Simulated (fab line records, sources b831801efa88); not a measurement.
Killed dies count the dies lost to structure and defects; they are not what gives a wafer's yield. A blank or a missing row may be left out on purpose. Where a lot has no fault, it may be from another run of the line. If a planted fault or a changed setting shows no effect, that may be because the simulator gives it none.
8D (eight disciplines) problem report, filled in by code || flow gf180mcu || the parts of the form that need people (team, actions taken, sign-off) are left out

1. THE ISSUE
At GF_V5_ETCH_17, oes product au averages 0.905 a.u. over 3 wafers from 2 lots, while fault-free wafers read 0.860 a.u., standard deviation 0.0046. That is +9.8 standard deviations from the usual mean.
The step: etches SiO2 in C4F8/O2/Ar, stops on TiN, target depth 855 nm.
The step gives no start for some of these wafers. The record has a number at this step for 34 wafers belonging to 12 lots. Rule for "out", or "out of limits": more than 4 standard deviations from the usual mean. All remaining wafers that have a number are taken as sound.

2. WHAT IT IS, AND WHAT IT ISN'T
{"question": "which readings at this step", "is": "oes product au", "is not": "-"}
{"question": "which lots", "is": "L175, L180", "is not": "L164, L165, L166, L167, L168, L170, L171, L181, L186, L187"}
{"question": "which wafers of those lots", "is": "L175.2, L175.5, L180.2", "is not": "L180.3"}
{"question": "read on which tools", "is": "rie diel-01, rie diel-03", "is not": "rie diel-02"}

3. THE SUSPECTS, EACH WITH WHAT RULES IT OUT
Counting: any tool at a process step up to the reading remains a suspect provided it ran every lot that is out. Sound lots after the first of them don't rule it out here, since some wafers of a struck lot are sound.
- cmp-01 at GF_V5_CMP_04 (polishes SiO2): kept. Ran every lot that is out, first one L175 (day 29 17:29); last sound lot up to then L167 (day 27 07:27).
Left after counting: cmp-01 at GF_V5_CMP_04.

4. THE CAUSE (what the simulator had put in)
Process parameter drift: cmp-01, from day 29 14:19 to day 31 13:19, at GF_V5_CMP_04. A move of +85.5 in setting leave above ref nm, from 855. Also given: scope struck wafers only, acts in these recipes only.
This tool alone remained once counting was done.

5. SEQUENCE OF EFFECTS, ordered by route
One row per reading whose mean, taken over the struck wafers that have a number, lies over 3 standard deviations from the usual. Only readings for which the record gives a usual standard deviation are gone through. hours: the time from each lot's start at the first step in this table that gives one to its start at this step, as a median over the lots. sigmas: the change in usual standard deviations.
{"hours": "-", "step": "GF_V5_ETCH_17", "reading": "oes product au", "usual": "0.860 a.u.", "on struck wafers": 0.905, "change": "+0.045", "sigmas": "+9.8"}
Here are the process steps it includes:
- GF_V5_ETCH_17: etches SiO2 in C4F8/O2/Ar, stops on TiN, target depth 855 nm.

6. HOW IT WOULD HAVE BEEN CAUGHT EARLIER
An alarm limit of 4 standard deviations would not have fired on the tool readings at GF_V5_CMP_04 for which the record gives a usual standard deviation, since none of them was out on any struck wafer.
